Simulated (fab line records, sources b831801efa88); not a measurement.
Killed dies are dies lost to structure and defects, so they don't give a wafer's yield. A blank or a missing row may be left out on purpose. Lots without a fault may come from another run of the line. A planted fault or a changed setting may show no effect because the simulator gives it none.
fab line records | flow sky130
record lots=5 wafers=15 last_day=50
route steps=708 shown VIA4@644 METAL5@661
lots that met no fault: from a run of the same line without faults
start_h: hours from the record's first day to the start of the lot's first wafer shown | wait_h: hours since the lot's step before | " the same as in the row above | L1.1+2: a row that stands for several wafers | - no value, or no start given | * or withheld: withheld | < > ~ a bound
route shown NAME@n: a module of which the file shows steps, and the number in the route of the first | usual: mean/standard deviation of fault-free wafers | same: alike in all rows | chamber/n: place in a boat | sites: the reading at each site | _std_site: their standard deviation | _edge_site: outer sites' mean less inner sites' | radius_mm: how far each site lies from the wafer's centre | mask NAME#n: copy n | behind: the tool/chamber that last shaped the wafer | hold: why the lot was held/for how many hours/how that ended | device: the transistor (n, p or np) that didn't switch | end of line: the same wafers' tests at the end of the route | a step without rows: its recipe alone | killed: dies lost to structure and defects at the first sort, not the wafer's yield | map: a wafer's dies, x killed, . not, _ none there
set.NAME: the setting as run; set.NAME@STEP: as run at that earlier step | model.NAME: the simulator's own value behind a step, which no gauge read
lots at some steps of the route; a table a step, a row a wafer
services: from which hour (start_h, from the record's first day; less than 0 if before it) a tool's chamber was out of use, for how many hours, and why
## steps
# step SKY_VIA4_HMDS_05
# recipe prime_time_s=60 prime_temp_c=120
# usual exhaust_pa=45.1/0.88 resist_line_temp_C=23.01/0.11
# same prime_time_s=60
# columns lot.wafer tool chamber start_h wait_h exhaust_pa resist_line_temp_C
L080.2 litho_track-04 0 1044.53 0.1 46.4 22.90
L080.3 " 0 " " 45.2 22.98
L080.5 " 0 " " 44.5 22.92
L082.3 litho_track-01 0 1058.96 0.1 46.2 23.05
L082.4 " 0 " " 46.5 23.15
L082.6 " 0 " " 46.2 23.12
L093.1 litho_track-01 0 1108.91 0.1 45.8 22.99
L093.2 " 0 " " 44.4 22.99
L093.5 " 0 " " 45.2 22.96
L092.1 litho_track-04 0 1108.96 0.1 44.5 23.05
L092.2 " 0 " " 45.1 23.08
L092.3 " 0 " " 44.3 23.00
L096.1 litho_track-03 0 1129.84 0.1 45.2 23.02
L096.3 " 0 " " 45.2 22.99
L096.6 " 0 " " 45.8 22.81
# step SKY_VIA4_COAT_06
# recipe resist=NOVOLAK spin_rpm=3000 resist_thk_nm=1140
# usual dispense_pressure_kPa=49.1/2.2 exhaust_pa=45.0/0.85 resist_line_temp_C=23.01/0.11
# columns lot.wafer tool chamber start_h wait_h dispense_pressure_kPa exhaust_pa resist_line_temp_C
L080.2 litho_track-04 0 1044.68 0.1 51.3 45.7 22.96
L080.3 " 0 " " 51.2 45.9 23.03
L080.5 " 0 " " 51.2 44.8 23.10
L082.3 litho_track-01 0 1059.11 0.1 49.3 43.5 22.94
L082.4 " 0 " " 49.3 45.9 23.08
L082.6 " 0 " " 49.3 44.3 23.04
L093.1 litho_track-01 0 1109.06 0.1 49.3 45.4 22.94
L093.2 " 0 " " 49.3 45.5 23.09
L093.5 " 0 " " 49.4 43.4 22.85
L092.1 litho_track-04 0 1109.11 0.1 51.2 44.5 22.92
L092.2 " 0 " " 51.2 44.8 22.95
L092.3 " 0 " " 51.2 42.9 22.80
L096.1 litho_track-03 0 1129.99 0.1 45.3 45.8 23.00
L096.3 " 0 " " 45.3 45.1 23.04
L096.6 " 0 " " 45.2 46.1 22.92
# step SKY_VIA4_SOFTBAKE_07
# recipe temp_c=90 time_s=60 resist=NOVOLAK
# usual exhaust_pa=44.9/0.98 resist_line_temp_C=23.03/0.098
# same time_s=60
# columns lot.wafer tool chamber start_h wait_h exhaust_pa resist_line_temp_C
L080.2 litho_track-04 0 1044.83 0.1 42.5 22.97
L080.3 " 0 " " 44.1 23.07
L080.5 " 0 " " 42.7 23.12
L082.3 litho_track-01 0 1059.26 0.1 45.2 23.03
L082.4 " 0 " " 45.0 23.10
L082.6 " 0 " " 45.3 23.10
L093.1 litho_track-01 0 1109.21 0.1 43.8 23.04
L093.2 " 0 " " 46.0 23.00
L093.5 " 0 " " 45.1 23.22
L092.1 litho_track-04 0 1109.26 0.1 44.9 23.03
L092.2 " 0 " " 46.3 22.99
L092.3 " 0 " " 43.6 22.96
L096.1 litho_track-03 0 1130.14 0.1 45.7 23.16
L096.3 " 0 " " 47.0 23.05
L096.6 " 0 " " 45.3 22.90
# step SKY_VIA4_EXPOSE_08
# recipe mask_id=VIM4 na=0.6 source_shape=conventional sigma_outer=0.6 polarization=unpolarized target_cd_nm=800 dose_mj=132
# same sigma_outer=0.6
# columns lot.wafer tool chamber start_h wait_h mask
L080.2+3+5 iline_stepper-01 0 - - VIM4#0
L082.3+4+6 iline_stepper-01 0 - - VIM4#0
L093.1+2+5 iline_stepper-02 0 - - VIM4#0
L092.1+2+3 iline_stepper-02 0 - - VIM4#0
L096.1+3+6 iline_stepper-02 0 - - VIM4#0
# step SKY_VIA4_PEB_09
# recipe temp_c=withheld time_s=* resist=NOVOLAK
# usual exhaust_pa=45.2/0.77 resist_line_temp_C=*
# same time_s=*
# columns lot.wafer tool chamber start_h wait_h exhaust_pa resist_line_temp_C
L080.2 litho_track-03 0 - - 43.8 *
L080.3 " 0 " " 44.8 *
L080.5 " 0 " " 46.7 *
L082.3 litho_track-03 0 - - 44.9 *
L082.4 " 0 " " 45.7 *
L082.6 " 0 " " 45.2 *
L093.1 litho_track-01 0 - - 46.8 *
L093.2 " 0 " " 46.0 *
L093.5 " 0 " " 45.4 *
L092.1 litho_track-03 0 - - 46.0 *
L092.2 " 0 " " 45.3 *
L092.3 " 0 " " 46.0 *
L096.1 litho_track-01 0 - - 45.3 *
L096.3 " 0 " " 45.7 *
L096.6 " 0 " " 46.4 *
# step SKY_VIA4_DEVELOP_10
# recipe resist=NOVOLAK developer=TMAH develop_time_s=60 dev_temp_c=23
# usual exhaust_pa=45.0/0.93 resist_line_temp_C=22.99/0.11
# columns lot.wafer tool chamber start_h wait_h exhaust_pa resist_line_temp_C
L080.2 litho_track-03 0 1054.37 0.1 43.9 22.82
L080.3 " 0 " " 44.9 23.12
L080.5 " 0 " " 43.2 22.97
L082.3 litho_track-03 0 1070.39 0.1 45.5 22.85
L082.4 " 0 " " 45.6 22.92
L082.6 " 0 " " 44.7 22.93
L093.1 litho_track-01 0 1117.86 0.1 45.9 23.03
L093.2 " 0 " " 45.1 23.01
L093.5 " 0 " " 44.7 23.13
L092.1 litho_track-03 0 1117.99 0.1 44.8 22.92
L092.2 " 0 " " 44.1 22.88
L092.3 " 0 " " 46.0 22.99
L096.1 litho_track-01 0 1138.96 0.1 44.2 22.98
L096.3 " 0 " " 43.2 22.92
L096.6 " 0 " " 43.8 22.83
# step SKY_VIA4_OVL_MEAS_11
# usual VIA4_OVL=-0.1/1.4
# columns lot.wafer tool chamber start_h wait_h VIA4_OVL[nm]
L080.2 overlay-02 - 1054.50 0.1 1.1
L080.3 " - " " -0.3
L080.5 " - " " 0.2
L082.3 overlay-02 - 1070.50 0.1 -1.0
L082.4 " - " " -2.0
L082.6 " - " " -2.5
L093.1 overlay-01 - 1118.01 0.1 1.6
L093.2 " - " " 1.7
L093.5 " - " " 0.8
L092.1 overlay-02 - 1118.14 0.1 0.2
L092.2 " - " " -0.8
L092.3 " - " " 1.5
L096.1 overlay-02 - 1139.11 0.1 2.6
L096.3 " - " " 0.8
L096.6 " - " " 1.1
# step SKY_VIA4_ETCH_12
# recipe target=SiO2 chemistry=C4F8/O2/Ar stop_on=TiN mask_material=NOVOLAK source_w=1500 bias_w=1200 pressure_mtorr=40 c4f8_flow_sccm=withheld O2_flow_sccm=6 Ar_flow_sccm=300 time_s=withheld target_depth_a=5800
# usual oes_product_au=0.926/0.005
# columns lot.wafer tool chamber start_h wait_h oes_product_au
L080.2 rie_diel-01 1 1054.53 0.0 0.918
L080.3 " 2 " " 0.923
L080.5 " 1 " " 0.928
L082.3 rie_diel-03 1 1070.53 0.0 0.923
L082.4 " 3 " " 0.932
L082.6 " 2 " " 0.928
L093.1 rie_diel-03 1 1118.05 0.0 0.926
L093.2 " 0 " " 0.925
L093.5 " 2 " " 0.918
L092.1 rie_diel-01 1 1118.18 0.0 0.930
L092.2 " 2 " " 0.927
L092.3 " 0 " " 0.925
L096.1 rie_diel-02 1 1139.15 0.0 0.922
L096.3 " 3 " " 0.931
L096.6 " 3 " " 0.918
# step SKY_VIA4_STRIP_13
# recipe chemistry=O2/N2 power_w=1400 pressure_mtorr=1500 platen_temp_c=withheld o2_flow_sccm=3000 n2_flow_sccm=300 overash_fraction=0.5
# usual drypump_motor_current_A=6.03/0.28 oes_product_au=0.710/0.0042 strip_time_to_endpoint_s=12.81/0.036
# columns lot.wafer tool chamber start_h wait_h drypump_motor_current_A oes_product_au rf_hours_counter_h strip_time_to_endpoint_s
L080.2 plasma_asher-02 1 1054.60 - 6.26 0.713 62 12.84
L080.3 " 1 " " 6.27 0.709 - 12.79
L080.5 " 0 " " 5.74 0.714 - 12.84
L082.3 plasma_asher-01 0 1070.63 - 5.91 0.710 - 12.80
L082.4 " 1 " " 5.68 0.711 - 12.85
L082.6 " 1 " " 5.69 0.708 - 12.80
L093.1 plasma_asher-01 0 1118.12 - 5.91 0.712 35 12.83
L093.2 " 1 " " 5.68 0.716 35 12.80
L093.5 " 1 " " 5.70 0.713 - 12.84
L092.1 plasma_asher-04 1 1118.25 - 6.44 0.708 95 12.69
L092.2 " 0 " " 5.92 0.710 95 12.76
L092.3 " 1 " " 6.46 0.712 - 12.72
L096.1 plasma_asher-02 1 1139.22 - 6.27 0.708 70 12.84
L096.3 " 0 " " 5.72 0.714 - 12.83
L096.6 " 1 " " 6.26 0.706 - 12.83
# step SKY_VIA4_STRIP_14
# recipe chemistry=post_etch_residue_remover time_s=1200 temp_c=72.5
# same time_s=1200
# columns lot.wafer tool chamber start_h wait_h
L080.2+3+5 wet_bench-03 1 1054.70 0.1
L082.3+4+6 wet_bench-03 1 1070.70 0.0
L093.1+2+5 wet_bench-04 1 1118.22 0.1
L092.1+2+3 wet_bench-03 1 1118.42 0.1
L096.1+3+6 wet_bench-01 2 1139.32 0.1
# step SKY_VIA4_CLEAN_15
# recipe chemistry=IPA time_s=180 temp_c=25
# same time_s=180
# columns lot.wafer tool chamber start_h wait_h
L080.2+3+5 wet_bench-01 2 1055.04 0.0
L082.3+4+6 wet_bench-01 0 1071.07 0.0
L093.1+2+5 wet_bench-04 3 1118.56 0.0
L092.1+2+3 wet_bench-01 0 1118.77 0.0
L096.1+3+6 wet_bench-01 3 1139.66 0.0
# step SKY_VIA4_CLEAN_16
# recipe chemistry=O3/DIW dry=n2_spin
# columns lot.wafer tool chamber start_h wait_h
L080.2+3+5 wet_bench-04 0 1055.10 0.0
L082.3+4+6 wet_bench-03 0 1071.13 0.0
L093.1+2+5 wet_bench-01 1 1118.62 0.0
L092.1+2+3 wet_bench-01 3 1118.83 0.0
L096.1+3+6 wet_bench-01 2 1139.72 0.0
# step SKY_VIA4_SPUTTER_17
# recipe material=TiN target_thk_nm=20 chamber_pressure_pa=5 power_w=4000 time_s=80
# usual throttle_valve_pct=29.9/1.1
# same time_s=80
# columns lot.wafer tool chamber start_h wait_h throttle_valve_pct
L080.2 pvd_sputter-04 - 1055.19 0.0 30.6
L080.3 " - " " 29.1
L080.5 " - " " 30.4
L082.3 pvd_sputter-04 - 1071.23 0.0 29.7
L082.4 " - " " 29.9
L082.6 " - " " 28.9
L093.1 pvd_sputter-01 - 1118.72 0.0 31.4
L093.2 " - " " 29.4
L093.5 " - " " 31.5
L092.1 pvd_sputter-04 - 1118.93 0.0 28.0
L092.2 " - " " 30.5
L092.3 " - " " 29.9
L096.1 pvd_sputter-01 - 1139.81 0.0 29.2
L096.3 " - " " 31.8
L096.6 " - " " 29.1
# step SKY_VIA4_CVD_18
# recipe material=W target_thk_nm=505 time_s=152.14 temp_c=400 pressure_torr=40
# usual heater_power_w=834/74
# same time_s=152.14
# columns lot.wafer tool chamber start_h wait_h heater_power_w
L080.2 cvd_w-02 1 1055.25 0.0 811
L080.3 " 0 " " 892
L080.5 " 1 " " 822
L082.3 cvd_w-01 0 1071.34 0.1 710
L082.4 " 1 " " 889
L082.6 " 1 " " 908
L093.1 cvd_w-02 0 1118.78 0.0 910
L093.2 " 1 " " 816
L093.5 " 0 " " 895
L092.1 cvd_w-01 0 1118.99 0.0 716
L092.2 " 1 " " 917
L092.3 " 0 " " 738
L096.1 cvd_w-02 0 1139.87 0.0 895
L096.3 " 0 " " 880
L096.6 " 0 " " 914
# step SKY_VIA4_RS_MEAS_19
# recipe thk_meas_gauge=four-point-probe reads=W_of_VIA4_CVD_18+TiN_of_VIA4_SPUTTER_17
# usual VIA4_W_RS=0.2265/0.0027
# columns lot.wafer tool chamber start_h wait_h VIA4_W_RS[ohm/sq]
L080.2 film_metro-02 - 1055.42 0.1 0.2241
L080.3 " - " " 0.2276
L080.5 " - " " 0.2267
L082.3 film_metro-01 - 1071.48 0.1 0.2264
L082.4 " - " " 0.2276
L082.6 " - " " 0.2298
L093.1 film_metro-03 - 1118.97 0.1 0.2231
L093.2 " - " " 0.2271
L093.5 " - " " 0.2247
L092.1 film_metro-03 - 1119.15 0.1 0.2310
L092.2 " - " " 0.2303
L092.3 " - " " 0.2288
L096.1 film_metro-02 - 1140.03 0.1 0.2264
L096.3 " - " " 0.2261
L096.6 " - " " 0.2281
# step SKY_VIA4_THK_MEAS_20
# recipe thk_meas_gauge=xrf reads=W_of_VIA4_CVD_18
# usual VIA4_W_THK=495/7.6
# columns lot.wafer tool chamber start_h wait_h VIA4_W_THK[nm]
L080.2 film_metro-02 - 1055.53 0.1 502
L080.3 " - " " 494
L080.5 " - " " 493
L082.3 film_metro-01 - 1071.58 0.1 503
L082.4 " - " " 502
L082.6 " - " " 498
L093.1 film_metro-03 - 1119.09 0.1 496
L093.2 " - " " 483
L093.5 " - " " 491
L092.1 film_metro-03 - 1119.27 0.1 478
L092.2 " - " " 479
L092.3 " - " " 480
L096.1 film_metro-02 - 1140.15 0.1 493
L096.3 " - " " 494
L096.6 " - " " 491
# step SKY_VIA4_CMP_21
# recipe stop_on=SiO2 t_overpolish_s=25 down_force_psi=3.5 platen_rpm=60 target_thk_nm=0 pad_velocity_m_s=0.94248
# usual head_pressure_psi=3.501/0.0077 motor_current_A=10.1/0.86 overpolish_run_s=25.000/0.0089 time_to_endpoint_s=125/5.1
# columns lot.wafer tool chamber start_h wait_h head_pressure_psi motor_current_A overpolish_run_s time_to_endpoint_s
L080.3 cmp-01 2 1055.63 0.1 3.489 9.5 25.004 124
L080.2 " 3 " " 3.507 10.7 24.994 130
L080.5 " 2 " " 3.486 9.7 24.992 123
L082.3 cmp-02 3 1071.62 0.0 3.493 10.3 24.999 124
L082.4 " 1 " " 3.509 11.4 25.009 127
L082.6 " 3 " " 3.494 9.8 25.002 121
L093.1 cmp-02 3 1119.15 0.1 3.508 10.2 25.000 126
L093.2 " 0 " " 3.499 9.0 25.002 124
L093.5 " 3 " " 3.509 10.9 25.004 121
L092.1 cmp-02 3 1119.45 0.2 3.497 10.6 25.002 118
L092.2 " 0 " " 3.487 8.7 24.991 123
L092.3 " 1 " " 3.499 11.4 24.996 127
L096.1 cmp-01 3 1140.29 0.1 3.498 10.6 25.009 126
L096.3 " 1 " " 3.497 10.9 24.984 131
L096.6 " 0 " " 3.518 9.6 25.000 115
# step SKY_METAL5_SPUTTER_00
# recipe material=Ti target_thk_nm=15 power_w=3000 time_s=10 chamber_pressure_pa=0.4
# usual throttle_valve_pct=30.6/0.85
# same time_s=10
# columns lot.wafer tool chamber start_h wait_h throttle_valve_pct
L080.2 pvd_sputter-02 - 1055.88 0.1 29.7
L080.3 " - " " 31.2
L080.5 " - " " 29.7
L082.3 pvd_sputter-02 - 1071.92 0.2 29.7
L082.4 " - " " 31.4
L082.6 " - " " 30.6
L093.1 pvd_sputter-02 - 1119.45 0.2 30.4
L093.2 " - " " 30.1
L093.5 " - " " 29.8
L092.1 pvd_sputter-01 - 1119.75 0.2 30.4
L092.2 " - " " 31.9
L092.3 " - " " 29.9
L096.1 pvd_sputter-03 - 1140.59 0.2 31.4
L096.3 " - " " 31.6
L096.6 " - " " 31.7
# step SKY_METAL5_SPUTTER_01
# recipe material=TiN target_thk_nm=20 power_w=6500 time_s=16.7 chamber_pressure_pa=0.4
# usual throttle_valve_pct=30.5/0.86
# same time_s=16.7
# columns lot.wafer tool chamber start_h wait_h throttle_valve_pct
L080.2 pvd_sputter-02 - 1055.91 0.0 29.8
L080.3 " - " " 31.3
L080.5 " - " " 29.8
L082.3 pvd_sputter-02 - 1071.95 0.0 29.8
L082.4 " - " " 31.4
L082.6 " - " " 30.4
L093.1 pvd_sputter-02 - 1119.47 0.0 30.6
L093.2 " - " " 29.7
L093.5 " - " " 30.1
L092.1 pvd_sputter-01 - 1119.77 0.0 30.4
L092.2 " - " " 31.7
L092.3 " - " " 30.2
L096.1 pvd_sputter-03 - 1140.62 0.0 31.1
L096.3 " - " " 31.3
L096.6 " - " " 31.8
# step SKY_METAL5_SPUTTER_02
# recipe material=AlCu target_thk_nm=1150 power_w=10600 time_s=61.2 chamber_pressure_pa=0.4
# usual throttle_valve_pct=30.5/0.83
# same time_s=61.2
# columns lot.wafer tool chamber start_h wait_h throttle_valve_pct
L080.2 pvd_sputter-02 - 1055.93 0.0 29.9
L080.3 " - " " 31.3
L080.5 " - " " 30.1
L082.3 pvd_sputter-02 - 1071.97 0.0 29.9
L082.4 " - " " 31.2
L082.6 " - " " 30.4
L093.1 pvd_sputter-02 - 1119.50 0.0 30.5
L093.2 " - " " 30.0
L093.5 " - " " 29.9
L092.1 pvd_sputter-01 - 1119.80 0.0 30.2
L092.2 " - " " 31.9
L092.3 " - " " 30.0
L096.1 pvd_sputter-03 - 1140.64 0.0 31.2
L096.3 " - " " 31.5
L096.6 " - " " 31.8
# step SKY_METAL5_SPUTTER_03
# recipe material=Ti target_thk_nm=5 power_w=3000 time_s=3.3 chamber_pressure_pa=0.4
# usual throttle_valve_pct=30.6/0.84
# same time_s=3.3
# columns lot.wafer tool chamber start_h wait_h throttle_valve_pct
L080.2 pvd_sputter-02 - 1055.98 0.0 29.7
L080.3 " - " " 31.1
L080.5 " - " " 29.9
L082.3 pvd_sputter-02 - 1072.02 0.0 30.1
L082.4 " - " " 31.4
L082.6 " - " " 30.9
L093.1 pvd_sputter-02 - 1119.55 0.0 30.9
L093.2 " - " " 29.9
L093.5 " - " " 30.0
L092.1 pvd_sputter-01 - 1119.85 0.0 30.3
L092.2 " - " " 31.8
L092.3 " - " " 30.2
L096.1 pvd_sputter-03 - 1140.69 0.0 31.2
L096.3 " - " " 31.8
L096.6 " - " " 31.8
# step SKY_METAL5_SPUTTER_04
# recipe material=TiN target_thk_nm=70 power_w=6500 time_s=58.3 chamber_pressure_pa=0.4
# usual throttle_valve_pct=30.5/0.85
# same time_s=58.3
# columns lot.wafer tool chamber start_h wait_h throttle_valve_pct
L080.2 pvd_sputter-02 - 1056.00 0.0 30.0
L080.3 " - " " 31.3
L080.5 " - " " 29.8
L082.3 pvd_sputter-02 - 1072.04 0.0 29.8
L082.4 " - " " 31.6
L082.6 " - " " 30.6
L093.1 pvd_sputter-02 - 1119.57 0.0 30.5
L093.2 " - " " 29.6
L093.5 " - " " 30.0
L092.1 pvd_sputter-01 - 1119.87 0.0 30.3
L092.2 " - " " 31.8
L092.3 " - " " 29.8
L096.1 pvd_sputter-03 - 1140.71 0.0 31.3
L096.3 " - " " 31.6
L096.6 " - " " 31.7
# step SKY_METAL5_RS_MEAS_05
# recipe thk_meas_gauge=four-point-probe reads=TiN_of_METAL5_SPUTTER_04+Ti_of_METAL5_SPUTTER_03+AlCu_of_METAL5_SPUTTER_02+TiN_of_METAL5_SPUTTER_01+Ti_of_METAL5_SPUTTER_00
# usual METAL5_ALCU_RS=0.0270/0.00034
# columns lot.wafer tool chamber start_h wait_h METAL5_ALCU_RS[ohm/sq]
L080.2 film_metro-01 - 1056.07 0.0 0.0269
L080.3 " - " " 0.0270
L080.5 " - " " 0.0268
L082.3 film_metro-02 - 1072.13 0.1 0.0266
L082.4 " - " " 0.0267
L082.6 " - " " 0.0265
L093.1 film_metro-01 - 1119.62 0.0 0.0272
L093.2 " - " " 0.0268
L093.5 " - " " 0.0269
L092.1 film_metro-04 - 1119.92 0.0 0.0268
L092.2 " - " " 0.0273
L092.3 " - " " 0.0270
L096.1 film_metro-04 - 1140.76 0.0 0.0271
L096.3 " - " " 0.0270
L096.6 " - " " 0.0274
# step SKY_METAL5_THK_MEAS_06
# recipe thk_meas_gauge=xrf reads=AlCu_of_METAL5_SPUTTER_02
# usual METAL5_ALCU_THK=1175/15
# columns lot.wafer tool chamber start_h wait_h METAL5_ALCU_THK[nm]
L080.2 film_metro-01 - 1056.18 0.1 1183
L080.3 " - " " 1175
L080.5 " - " " 1183
L082.3 film_metro-02 - 1072.23 0.1 1194
L082.4 " - " " 1180
L082.6 " - " " 1186
L093.1 film_metro-01 - 1119.74 0.1 1168
L093.2 " - " " 1182
L093.5 " - " " 1180
L092.1 film_metro-04 - 1120.04 0.1 1188
L092.2 " - " " 1170
L092.3 " - " " 1180
L096.1 film_metro-04 - 1140.88 0.1 1177
L096.3 " - " " 1179
L096.6 " - " " 1163
# step SKY_METAL5_DEHYDRATE_07
# recipe temp_c=200 time_s=60
# usual exhaust_pa=44.7/0.89 resist_line_temp_C=23.01/0.1
# same time_s=60
# columns lot.wafer tool chamber start_h wait_h exhaust_pa resist_line_temp_C
L080.2 litho_track-03 0 1066.82 10.6 45.6 23.07
L080.3 " 0 " " 45.5 23.14
L080.5 " 0 " " 45.1 23.09
L082.3 litho_track-01 0 1082.06 9.8 46.1 23.10
L082.4 " 0 " " 44.3 22.90
L082.6 " 0 " " 45.2 23.03
L093.1 litho_track-02 0 1130.01 10.3 45.2 23.09
L093.2 " 0 " " 44.3 23.05
L093.5 " 0 " " 44.8 23.16
L092.1 litho_track-03 0 1130.29 10.2 43.9 22.89
L092.2 " 0 " " 44.2 23.12
L092.3 " 0 " " 42.7 23.04
L096.1 litho_track-02 0 1150.01 9.1 44.6 23.02
L096.3 " 0 " " 46.4 23.00
L096.6 " 0 " " 44.8 22.87
# step SKY_METAL5_HMDS_08
# recipe prime_time_s=60 prime_temp_c=120
# usual exhaust_pa=45.1/0.97 resist_line_temp_C=22.98/0.11
# same prime_time_s=60
# columns lot.wafer tool chamber start_h wait_h exhaust_pa resist_line_temp_C
L080.2 litho_track-03 0 1066.97 0.1 43.6 23.00
L080.3 " 0 " " 43.1 22.78
L080.5 " 0 " " 44.9 23.07
L082.3 litho_track-01 0 1082.21 0.1 45.8 23.01
L082.4 " 0 " " 45.4 22.94
L082.6 " 0 " " 46.1 23.03
L093.1 litho_track-02 0 1130.16 0.1 47.1 22.94
L093.2 " 0 " " 45.8 22.75
L093.5 " 0 " " 46.2 22.99
L092.1 litho_track-03 0 1130.44 0.1 44.8 23.04
L092.2 " 0 " " 44.1 22.96
L092.3 " 0 " " 44.8 23.12
L096.1 litho_track-02 0 1150.16 0.1 44.8 22.89
L096.3 " 0 " " 46.0 22.91
L096.6 " 0 " " 44.8 22.90
# step SKY_METAL5_COAT_09
# recipe resist=NOVOLAK spin_rpm=3000 resist_thk_nm=1800
# usual dispense_pressure_kPa=48.3/2.2 exhaust_pa=45.2/0.82 resist_line_temp_C=23.01/0.11
# columns lot.wafer tool chamber start_h wait_h dispense_pressure_kPa exhaust_pa resist_line_temp_C
L080.2 litho_track-03 0 1067.12 0.1 45.2 43.4 23.04
L080.3 " 0 " " 45.2 43.6 23.15
L080.5 " 0 " " 45.2 45.3 23.15
L082.3 litho_track-01 0 1082.36 0.1 49.3 46.5 22.82
L082.4 " 0 " " 49.3 44.5 22.87
L082.6 " 0 " " 49.3 46.0 22.86
L093.1 litho_track-02 0 1130.31 0.1 50.0 43.5 23.01
L093.2 " 0 " " 50.0 45.8 23.21
L093.5 " 0 " " 50.0 43.8 23.20
L092.1 litho_track-03 0 1130.59 0.1 45.2 45.8 23.05
L092.2 " 0 " " 45.3 45.4 22.92
L092.3 " 0 " " 45.2 43.8 22.91
L096.1 litho_track-02 0 1150.31 0.1 50.0 45.5 23.00
L096.3 " 0 " " 50.0 45.2 23.17
L096.6 " 0 " " 50.0 45.1 23.09
# step SKY_METAL5_SOFTBAKE_10
# recipe temp_c=90 time_s=60 resist=NOVOLAK
# usual exhaust_pa=44.9/0.87 resist_line_temp_C=23.00/0.1
# same time_s=60
# columns lot.wafer tool chamber start_h wait_h exhaust_pa resist_line_temp_C
L080.2 litho_track-03 0 1067.27 0.1 44.9 23.07
L080.3 " 0 " " 44.8 23.02
L080.5 " 0 " " 44.5 22.91
L082.3 litho_track-01 0 1082.51 0.1 41.8 23.25
L082.4 " 0 " " 44.6 23.31
L082.6 " 0 " " 43.3 22.98
L093.1 litho_track-02 0 1130.46 0.1 45.4 23.01
L093.2 " 0 " " 45.5 23.10
L093.5 " 0 " " 43.6 23.09
L092.1 litho_track-03 0 1130.74 0.1 44.9 23.03
L092.2 " 0 " " 44.9 22.87
L092.3 " 0 " " 44.3 22.95
L096.1 litho_track-02 0 1150.46 0.1 44.8 22.83
L096.3 " 0 " " 45.0 22.85
L096.6 " 0 " " 46.2 22.90
# step SKY_METAL5_EXPOSE_11
# recipe mask_id=MM5 na=0.6 source_shape=conventional sigma_outer=0.6 polarization=unpolarized target_cd_nm=1600 dose_mj=190
# same sigma_outer=0.6
# columns lot.wafer tool chamber start_h wait_h mask
L080.2+3+5 iline_stepper-02 0 - - MM5#0
L082.3+4+6 iline_stepper-01 0 - - MM5#0
L093.1+2+5 iline_stepper-02 0 - - MM5#0
L092.1+2+3 iline_stepper-01 0 - - MM5#0
L096.1+3+6 iline_stepper-02 0 - - MM5#0
# step SKY_METAL5_PEB_12
# recipe temp_c=withheld time_s=* resist=NOVOLAK
# usual exhaust_pa=44.8/1 resist_line_temp_C=*
# same time_s=*
# columns lot.wafer tool chamber start_h wait_h exhaust_pa resist_line_temp_C
L080.2 litho_track-03 0 - - 45.1 *
L080.3 " 0 " " 44.3 *
L080.5 " 0 " " 44.9 *
L082.3 litho_track-01 0 - - 44.1 *
L082.4 " 0 " " 43.2 *
L082.6 " 0 " " 43.0 *
L093.1 litho_track-01 0 - - 44.7 *
L093.2 " 0 " " 45.4 *
L093.5 " 0 " " 44.8 *
L092.1 litho_track-01 0 - - 45.4 *
L092.2 " 0 " " 44.8 *
L092.3 " 0 " " 45.0 *
L096.1 litho_track-02 0 - - 44.1 *
L096.3 " 0 " " 43.5 *
L096.6 " 0 " " 45.0 *
# step SKY_METAL5_DEVELOP_13
# recipe resist=NOVOLAK developer=TMAH develop_time_s=60 dev_temp_c=23
# usual exhaust_pa=44.9/0.84 resist_line_temp_C=23.04/0.099
# columns lot.wafer tool chamber start_h wait_h exhaust_pa resist_line_temp_C
L080.2 litho_track-03 0 1076.97 0.1 43.6 23.04
L080.3 " 0 " " 43.8 22.94
L080.5 " 0 " " 43.2 22.85
L082.3 litho_track-01 0 1092.81 0.1 45.3 23.14
L082.4 " 0 " " 46.2 22.90
L082.6 " 0 " " 46.3 23.10
L093.1 litho_track-01 0 1139.26 0.1 44.1 22.85
L093.2 " 0 " " 43.8 22.99
L093.5 " 0 " " 43.7 23.01
L092.1 litho_track-01 0 1139.56 0.1 45.1 23.00
L092.2 " 0 " " 43.8 23.05
L092.3 " 0 " " 44.9 23.00
L096.1 litho_track-02 0 1158.66 0.1 46.6 23.22
L096.3 " 0 " " 45.1 23.19
L096.6 " 0 " " 45.4 23.19
# step SKY_METAL5_DESCUM_14
# recipe chemistry=O2 source_power_w=150 bias_power_w=0 pressure_mtorr=10 temp_c=40 time_s=11
# usual drypump_motor_current_A=6.1/0.4 he_backside_leak_sccm=3.28/0.18 oes_product_au=1.001/0.012
# same time_s=11
# columns lot.wafer tool chamber start_h wait_h drypump_motor_current_A he_backside_leak_sccm oes_product_au rf_hours_counter_h
L080.2 rie_metal-01 0 1077.10 0.1 6.4 3.15 0.986 -
L080.3 " 0 " " 6.4 3.12 0.988 -
L080.5 " 0 " " 6.4 3.16 0.988 -
L082.3 rie_metal-02 0 1092.92 0.1 5.5 3.22 0.994 -
L082.4 " 1 " " 6.0 3.41 0.999 -
L082.6 " 0 " " 5.5 3.42 0.990 -
L093.1 rie_metal-02 0 1139.41 0.1 5.5 3.36 0.998 19
L093.2 " 1 " " 5.9 3.47 1.008 20
L093.5 " 1 " " 6.0 3.58 1.021 -
L092.1 rie_metal-04 1 1139.71 0.1 5.9 3.10 0.999 8
L092.2 " 1 " " 5.9 3.08 0.996 -
L092.3 " 1 " " 5.9 3.03 1.007 -
L096.1 rie_metal-04 0 1158.86 0.2 5.3 2.98 0.977 2
L096.3 " 0 " " 5.4 3.26 0.973 -
L096.6 " 0 " " 5.4 3.25 0.984 -
## services
# columns tool chamber start_h hours kind
rie_metal-02 - 1023.65 2.8 pm
plasma_asher-01 - 1032.50 28.1 pm
plasma_asher-02 - 1033.62 1.5 repair
wet_bench-01 - 1052.42 1.1 repair
cmp-01 - 1052.46 0.7 repair
cvd_w-01 - 1054.02 1.3 repair
rie_metal-02 1 1057.53 10.4 repair
cmp-01 - 1059.06 1.4 repair
cmp-01 - 1059.37 2.1 repair
rie_diel-01 3 1062.32 11.4 repair
cvd_w-01 0 1062.37 4.0 repair
rie_diel-01 - 1068.75 2.8 pm
cmp-02 - 1076.81 7.2 repair
cmp-02 - 1084.48 4.0 pm
rie_diel-01 - 1085.24 1.6 repair
wet_bench-03 - 1098.54 1.8 repair
iline_stepper-01 - 1105.51 4.4 pm
rie_diel-01 3 1114.32 7.9 repair
rie_diel-01 1 1124.29 4.2 repair
rie_diel-01 0 1127.46 6.3 repair
plasma_asher-02 - 1133.86 3.2 repair
pvd_sputter-04 - 1136.40 9.0 repair
iline_stepper-02 - 1141.77 1.7 pm
rie_metal-02 - 1151.84 14.6 pm
## key
fault none
